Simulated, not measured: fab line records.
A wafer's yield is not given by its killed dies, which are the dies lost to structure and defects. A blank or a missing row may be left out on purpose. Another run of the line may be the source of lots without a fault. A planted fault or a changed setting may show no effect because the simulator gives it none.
Matching of chambers :: flow gf180mcu :: pecvd-03 running GF_V2_CVD_02: 3 sister chambers
The step deposits SiO2 from TEOS, target thk 850 nm, time 94.851 s. 3 wafers are shown with their chamber, then 8 later ones without.

WAFERS PAIRED WITH THEIR CHAMBERS
wafer: L244.2
chamber: 2
heater_power_w (W): 635

wafer: L244.3
chamber: 1
heater_power_w (W): 673

wafer: L248.3
chamber: 0
heater_power_w (W): 651

WAFERS WITHOUT THEIR CHAMBER
wafer: L248.4
heater_power_w (W): 680

wafer: L248.5
heater_power_w (W): 593

wafer: L251.2
heater_power_w (W): 654

wafer: L251.3
heater_power_w (W): 751

wafer: L251.5
heater_power_w (W): 646

wafer: L253.2
heater_power_w (W): 693

wafer: L253.3
heater_power_w (W): 626

wafer: L253.5
heater_power_w (W): 704

EACH ONE'S CHAMBER
wafer: L248.4
from the rows above: can't be placed: 1 or 0 or 2
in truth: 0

wafer: L248.5
from the rows above: can't be placed: 2 or 0 or 1
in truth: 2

wafer: L251.2
from the rows above: can't be placed: 0 or 1 or 2
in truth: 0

wafer: L251.3
from the rows above: can't be placed: 1 or 0 or 2
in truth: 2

wafer: L251.5
from the rows above: can't be placed: 0 or 2 or 1
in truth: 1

wafer: L253.2
from the rows above: can't be placed: 1 or 0 or 2
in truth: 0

wafer: L253.3
from the rows above: can't be placed: 2 or 0 or 1
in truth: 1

wafer: L253.5
from the rows above: can't be placed: 1 or 0 or 2
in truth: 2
Placed correctly: 0 of 8. These rows do not allow placing 8 (true chamber among the candidates in 8). Wrongly placed: 0.
How it was worked out, from the rows above alone: a wafer's distance from a chamber is the root of the sum, over the readings, of the square of ((its reading less the chamber's mean) divided by the reading's scatter). The wafer belongs to the nearest chamber; if the next one is less than 2 further off, it can't be placed. For every chamber, the mean is computed from those of its wafers that are shown. The scatter: with one shown wafer a chamber, the root of the mean of the squares of how far each hidden wafer lies from its nearest shown one.
